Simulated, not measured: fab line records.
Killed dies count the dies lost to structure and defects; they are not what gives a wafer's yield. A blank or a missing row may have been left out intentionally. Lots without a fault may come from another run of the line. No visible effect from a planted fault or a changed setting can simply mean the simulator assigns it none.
fab line records | flow sky130
[record] lots = 12 wafers = 36 last_day = 50
route steps=708 shown METAL2@484 VIA3@597 VIA4@650 PASSIVATION@684 PAD_OPEN@708
lots with no fault: from the same line, run without faults
start_h: hours from the record's opening day to when the first of the lot's shown wafers began | wait_h: how many hours have passed since the lot's step before this one | " the same as in the row above | L1.1+2: several wafers, shown together as one row | - value missing, or start not given | * or withheld: withheld | < > ~ a bound
route shown NAME@n: a module of which the file shows steps, and the number in the route of the first | usual: mean/standard deviation taken from wafers without a fault | same: alike in all rows | chamber/n: place in a boat | sites: readings site by site | _std_site: their standard deviation | _edge_site: inner sites' mean taken away from outer sites' mean | radius_mm: how far each site lies from the wafer's centre | mask NAME#n: copy n | behind: the tool/chamber that last shaped the wafer | hold: reason for holding the lot/hours on hold/outcome of the hold | device: transistor that didn't switch, given as n, p or np | end of line: tests run on the same wafers once the route is complete | where a step has no rows: the recipe by itself | killed: count of dies lost to structure and defects at first sort (not the wafer's yield) | map: the dies of a wafer, with x for killed, . for not killed, _ for no die there
set.NAME: setting as actually run; set.NAME@STEP: the setting as run at that earlier step | model.NAME: the simulator's own value behind a step, which no gauge read
one table for each step of the route and one row for each wafer, over a sample of lots
services: when a tool's chamber went out of use (start_h, in hours from the record's first day, below 0 if earlier), for how many hours, and the reason
[[steps]]
[step SKY_METAL2_SPUTTER_01]
[recipe] material = TiN target_thk_nm = 20 power_w = 6500 time_s = 16.7 chamber_pressure_pa = 0.4
[usual] throttle_valve_pct = 30.2/0.67
// columns lot.wafer tool chamber start_h wait_h throttle_valve_pct
L707.3 pvd_sputter-04 - 785.98 0.0 31.2
L707.5 " - " " 30.9
L707.6 " - " " 30.9
L708.3 pvd_sputter-04 - 793.42 0.0 30.6
L708.5 " - " " 30.8
L708.6 " - " " 31.1
L709.2 pvd_sputter-03 - 796.52 0.0 29.8
L709.4 " - " " 30.1
L709.6 " - " " 29.8
L710.1 pvd_sputter-04 - 809.16 0.0 30.7
L710.4 " - " " 30.6
L710.5 " - " " 29.5
L711.1 pvd_sputter-03 - 815.30 0.0 30.1
L711.4 " - " " 29.9
L711.5 " - " " 29.9
L713.1 pvd_sputter-04 - 832.67 0.0 31.1
L713.3 " - " " 29.5
L713.4 " - " " 30.7
L721.1 pvd_sputter-04 - 892.99 0.0 29.4
L721.3 " - " " 30.8
L721.4 " - " " 30.9
L723.1 pvd_sputter-04 - 908.73 0.0 30.8
L723.4 " - " " 30.9
L723.5 " - " " 30.5
L727.3 pvd_sputter-04 - 970.39 0.0 30.6
L727.4 " - " " 31.0
L727.6 " - " " 30.7
L730.1 pvd_sputter-02 - 970.73 0.0 29.4
L730.2 " - " " 30.7
L730.4 " - " " 29.1
L728.1 pvd_sputter-02 - 972.25 0.0 29.2
L728.3 " - " " 31.3
L728.6 " - " " 31.5
L729.2 pvd_sputter-04 - 977.04 0.0 30.9
L729.3 " - " " 30.8
L729.4 " - " " 30.8
[step SKY_VIA3_CMP_24]
[recipe] stop_on = SiO2 t_overpolish_s = 20 down_force_psi = 3.5 platen_rpm = 60 target_thk_nm = 0 pad_velocity_m_s = 0.94248
[usual] motor_current_A = 11.3/0.73 overpolish_run_s = 19.999/0.009 time_to_endpoint_s = 95/4.3
// columns lot.wafer tool chamber start_h wait_h motor_current_A overpolish_run_s time_to_endpoint_s
L707.3 cmp-01 1 922.27 0.1 11.7 20.005 97
L707.5 " 0 " " 11.0 20.006 97
L707.6 " 1 " " 11.4 20.002 100
L708.3 cmp-02 1 928.86 0.0 12.7 19.978 95
L708.5 " 1 " " 13.0 19.977 93
L708.6 " 2 " " 10.3 19.997 92
L709.4 cmp-01 2 933.96 0.1 10.8 19.993 95
L709.2 " 3 " " 11.1 20.009 98
L709.6 " 1 " " 11.9 19.995 96
L710.1 cmp-01 3 944.83 0.1 10.5 19.993 100
L710.4 " 1 " " 11.4 19.993 95
L710.5 " 0 " " 11.4 20.007 98
L711.4 cmp-02 2 949.35 0.0 9.9 20.001 91
L711.1 " 0 " " 11.3 20.000 98
L711.5 " 2 " " 10.6 20.003 91
L713.3 cmp-01 2 964.97 0.0 11.0 20.011 96
L713.1 " 0 " " 10.9 19.994 93
L713.4 " 1 " " 11.7 19.993 92
L721.4 cmp-02 2 1021.50 0.0 10.1 20.007 92
L721.1 " 0 " " 11.4 19.999 100
L721.3 " 1 " " 12.7 20.005 97
L723.1 cmp-01 0 1034.99 0.1 11.8 19.999 96
L723.4 " 1 " " 11.4 19.997 100
L723.5 " 3 " " 10.9 20.003 99
L727.3 cmp-01 0 1087.62 0.2 11.8 19.998 99
L727.4 " 3 " " 11.3 20.009 99
L727.6 " 1 " " 11.3 20.010 98
L730.4 cmp-02 0 1088.74 0.0 11.0 19.995 97
L730.1 " 1 " " 12.3 19.978 95
L730.2 " 2 " " 10.6 20.005 96
L728.3 cmp-01 0 1088.86 0.0 11.3 20.007 98
L728.1 " 2 " " 10.8 20.008 96
L728.6 " 0 " " 11.2 19.999 98
L729.3 cmp-01 0 1095.49 0.4 11.9 19.991 100
L729.2 " 2 " " 11.8 19.993 97
L729.4 " 3 " " 11.2 19.990 101
[step SKY_VIA4_OVL_MEAS_11]
[usual] VIA4_OVL = 0.8/1.4
// columns lot.wafer tool chamber start_h wait_h VIA4_OVL[nm]
L707.3 overlay-02 - 996.85 0.1 1.0
L707.5 " - " " -2.3
L707.6 " - " " -0.3
L708.3 overlay-01 - 1003.74 0.1 1.3
L708.5 " - " " 0.7
L708.6 " - " " 1.5
L709.2 overlay-02 - 1007.24 0.1 1.5
L709.4 " - " " 2.7
L709.6 " - " " 1.5
L710.1 overlay-02 - 1018.94 0.1 -1.1
L710.4 " - " " -0.2
L710.5 " - " " 2.0
L711.1 overlay-01 - 1021.49 0.1 -0.1
L711.4 " - " " 1.1
L711.5 " - " " 0.8
L713.1 overlay-01 - 1035.97 0.1 0.6
L713.3 " - " " 2.0
L713.4 " - " " 2.3
L721.1 overlay-01 - 1088.64 0.1 1.8
L721.3 " - " " 2.9
L721.4 " - " " 1.4
L723.1 overlay-01 - 1100.67 0.1 3.5
L723.4 " - " " 4.1
L723.5 " - " " 2.6
L727.3 overlay-02 - 1146.15 0.1 0.5
L727.4 " - " " 1.3
L727.6 " - " " 2.2
L730.1 overlay-02 - 1147.94 0.1 0.1
L730.2 " - " " -2.0
L730.4 " - " " -0.1
L728.1 overlay-01 - 1150.19 0.1 0.5
L728.3 " - " " -1.4
L728.6 " - " " 1.6
L729.2 overlay-02 - 1154.99 0.1 1.0
L729.3 " - " " 1.9
L729.4 " - " " 1.5
[step SKY_PASSIVATION_THK_MEAS_03]
[recipe] reads = Si3N4_of_PASSIVATION_CVD_02
[usual] PASSIVATION_CVD_02_THK = 538/7.4
// columns lot.wafer tool chamber start_h wait_h PASSIVATION_CVD_02_THK[nm]
L707.3 film_metro-03 - 1022.39 - 535
L707.5 " - " " 542
L707.6 " - " " 537
L708.3 film_metro-03 - 1029.17 - 532
L708.5 " - " " 546
L708.6 " - " " 543
L709.2 film_metro-04 - 1032.06 - 527
L709.4 " - " " 532
L709.6 " - " " 529
L710.1 film_metro-02 - 1043.36 - 534
L710.4 " - " " 537
L710.5 " - " " 545
L711.1 film_metro-04 - 1046.44 - 534
L711.4 " - " " 547
L711.5 " - " " 537
L713.1 film_metro-02 - 1060.16 - 538
L713.3 " - " " 535
L713.4 " - " " 540
L721.1 film_metro-03 - 1111.53 - 535
L721.3 " - " " 540
L721.4 " - " " 537
L723.1 film_metro-04 - 1123.03 - 541
L723.4 " - " " 543
L723.5 " - " " 546
L727.3 film_metro-04 - 1166.17 - 538
L727.4 " - " " 544
L727.6 " - " " 548
L730.1 film_metro-04 - 1167.52 - 525
L730.2 " - " " 533
L730.4 " - " " 533
L728.1 film_metro-03 - 1169.66 - 527
L728.3 " - " " 540
L728.6 " - " " 536
L729.2 film_metro-02 - 1174.63 - 548
L729.3 " - " " 553
L729.4 " - " " 548
[step SKY_PAD_OPEN_PROBE_99]
[usual] defect_limited_yield = 82.3/2 killed_at_M0_to_M3 = 43/6.8 killed_at_M4_up = 3.2/1.9 killed_at_contacts = 24/5 killed_at_front_end = 16/4.9 killed_at_other = 0.4/0.76 killed_dies = 87/10 killed_on_rim = 17/3.9 killed_open = 47/7.3 killed_short = 39/6.2 sort_bin_3_pad_short = 0.9/0.4 sort_bin_5_function = 10.5/1.5 sort_bin_6_memory = 6.4/1.2 sort_n_pass = 405/10 sort_yield_pct = 82.3/2
[same] gross_dies = 492 killed_at_back_side = 0 sort_bin_4_leakage[%] = 0 sort_bin_8_speed[%] = 0
// columns lot.wafer tool chamber start_h wait_h defect_limited_yield[%] killed_at_M0_to_M3 killed_at_M4_up killed_at_contacts killed_at_front_end killed_at_other killed_dies killed_on_rim killed_open killed_short sort_bin_3_pad_short[%] sort_bin_5_function[%] sort_bin_6_memory[%] sort_n_pass sort_yield_pct[%]
L710.1 prober-01 - 1087.61 0.1 80.9 45 4 31 14 0 94 16 57 36 0.8 9.8 8.5 398 80.9
L710.4 prober-01 - 1087.76 0.2 84.8 36 3 22 14 0 75 13 41 33 1.2 9.8 4.3 417 84.8
L710.5 prober-01 - 1087.81 0.2 72.2 112 1 20 4 0 137 18 38 25 3.9 19.1 4.9 355 72.2
L711.1 prober-02 - 1090.87 0.1 81.5 42 6 26 17 0 91 21 48 43 0.8 11.0 6.7 401 81.5
L711.4 prober-02 - 1091.02 0.2 83.1 42 3 24 12 2 83 14 42 41 0.6 9.3 6.9 409 83.1
L711.5 prober-02 - 1091.07 0.2 80.9 48 3 23 20 0 94 19 53 41 0.4 12.8 5.9 398 80.9
L713.1 prober-02 - 1103.69 0.1 81.3 46 4 27 13 2 92 17 51 39 0.2 10.2 8.3 400 81.3
L713.3 prober-02 - 1103.79 0.2 68.7 107 4 31 11 1 154 25 42 44 4.7 20.1 6.5 338 68.7
L713.4 prober-02 - 1103.84 0.2 82.1 50 3 26 8 1 88 16 43 44 0.6 11.0 6.3 404 82.1
// killed by level:class
L710.1 LI_CONTACT:geometric_particle:open=13 CONTACT:geometric_particle:open=12 VIA1:geometric_particle:open=11 METAL1:geometric_particle:short=8 VIA1:geometric_particle:short=6 METAL2:geometric_particle:short=6 VIA2:geometric_particle:open=5 VIA3:geometric_particle:open=5
L710.4 VIA1:geometric_particle:open=15 LI_CONTACT:geometric_particle:open=7 VIA1:geometric_particle:short=6 POLY_GATE:geometric_particle:open=5 CONTACT:geometric_particle:short=5 VIA2:geometric_particle:open=5 CONTACT:geometric_particle:open=4 FIELD_ISO:geometric_particle:short=3
L710.5 METAL2:unspecified=74 VIA1:geometric_particle:open=11 VIA2:geometric_particle:open=8 CONTACT:geometric_particle:open=7 LI_CONTACT:geometric_particle:open=5 CONTACT:geometric_particle:short=4 METAL1:geometric_particle:short=4 METAL2:geometric_particle:short=4
L711.1 VIA1:geometric_particle:open=12 CONTACT:geometric_particle:open=10 METAL2:geometric_particle:short=6 VIA3:geometric_particle:short=6 LOCAL_INTERCONNECT:geometric_particle:short=5 LI_CONTACT:geometric_particle:open=5 METAL1:geometric_particle:short=5 POLY_GATE:geometric_particle:short=4
L711.4 VIA1:geometric_particle:open=13 CONTACT:geometric_particle:open=10 VIA2:geometric_particle:open=7 LI_CONTACT:geometric_particle:open=7 METAL1:geometric_particle:short=7 METAL2:geometric_particle:short=6 LOCAL_INTERCONNECT:geometric_particle:short=4 VIA1:geometric_particle:short=4
L711.5 VIA1:geometric_particle:open=13 CONTACT:geometric_particle:open=9 VIA3:geometric_particle:open=8 FIELD_ISO:geometric_particle:open=7 CONTACT:geometric_particle:short=6 VIA1:geometric_particle:short=6 POLY_GATE:geometric_particle:open=5 METAL2:geometric_particle:short=5
L713.1 VIA1:geometric_particle:open=12 VIA2:geometric_particle:open=9 LI_CONTACT:geometric_particle:open=8 CONTACT:geometric_particle:short=8 CONTACT:geometric_particle:open=6 POLY_GATE:geometric_particle:open=5 METAL2:geometric_particle:short=5 VIA3:geometric_particle:open=5
L713.3 METAL2:unspecified=67 CONTACT:geometric_particle:open=11 VIA1:geometric_particle:open=8 LI_CONTACT:geometric_particle:short=6 VIA1:geometric_particle:short=6 VIA3:geometric_particle:open=6 LI_CONTACT:geometric_particle:open=5 CONTACT:geometric_particle:short=5
L713.4 VIA1:geometric_particle:open=9 VIA2:geometric_particle:open=9 METAL2:geometric_particle:short=8 LI_CONTACT:geometric_particle:open=7 LI_CONTACT:geometric_particle:short=6 METAL1:geometric_particle:short=6 VIA1:geometric_particle:short=6 CONTACT:geometric_particle:short=5
[[services]]
// columns tool chamber start_h hours kind
cmp-02 - 764.08 1.6 repair
cmp-02 - 771.63 0.9 repair
cmp-02 - 783.55 4.4 repair
cmp-02 - 796.71 0.7 repair
pvd_sputter-03 - 816.46 1.0 repair
cmp-02 - 817.08 1.4 repair
cmp-02 - 832.31 1.0 repair
pvd_sputter-04 - 848.46 4.0 repair
pvd_sputter-04 - 848.78 3.6 repair
cmp-01 - 877.82 12.5 repair
cmp-01 - 890.29 3.9 pm
pvd_sputter-03 - 904.31 11.2 repair
cmp-01 - 912.16 4.0 pm
cmp-02 - 913.78 4.6 repair
cmp-01 - 916.16 - consumable_replace:conditioner
cmp-01 - 916.16 - consumable_replace:pad
pvd_sputter-04 0 958.13 - consumable_replace:kit
pvd_sputter-04 0 958.13 18.0 scheduled_down
pvd_sputter-04 0 958.13 18.0 vent_cycle
cmp-01 - 978.68 4.7 repair
pvd_sputter-04 - 988.84 52.3 repair
cmp-01 - 1083.62 0.3 repair
cmp-02 - 1084.17 4.0 pm
cmp-02 - 1090.48 4.8 pm
[[key]]
[first_sign] step = SKY_PAD_OPEN_PROBE_99 reading = killed_at_M0_to_M3 direction = up sigmas = 9.8 usual = 43 struck = 110
[effect] step = SKY_PAD_OPEN_PROBE_99 reading = sort_bin_3_pad_short direction = up sigmas = 8.5 usual = 0.9 struck = 4.3
met_at SKY_METAL2_SPUTTER_01
struck_lots L710,L713
struck_wafers L710.5,L713.3
not_acting_at SKY_VIA3_CMP_24,SKY_VIA4_OVL_MEAS_11,SKY_PASSIVATION_THK_MEAS_03
[fault] kind = chamber_particle_source tool = pvd_sputter-04 chamber = - onset_h = 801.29 steps = SKY_METAL2_SPUTTER_01 rate_per_visit_cm2 = 1.6861 end_h = 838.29 scope = struck_wafers_only
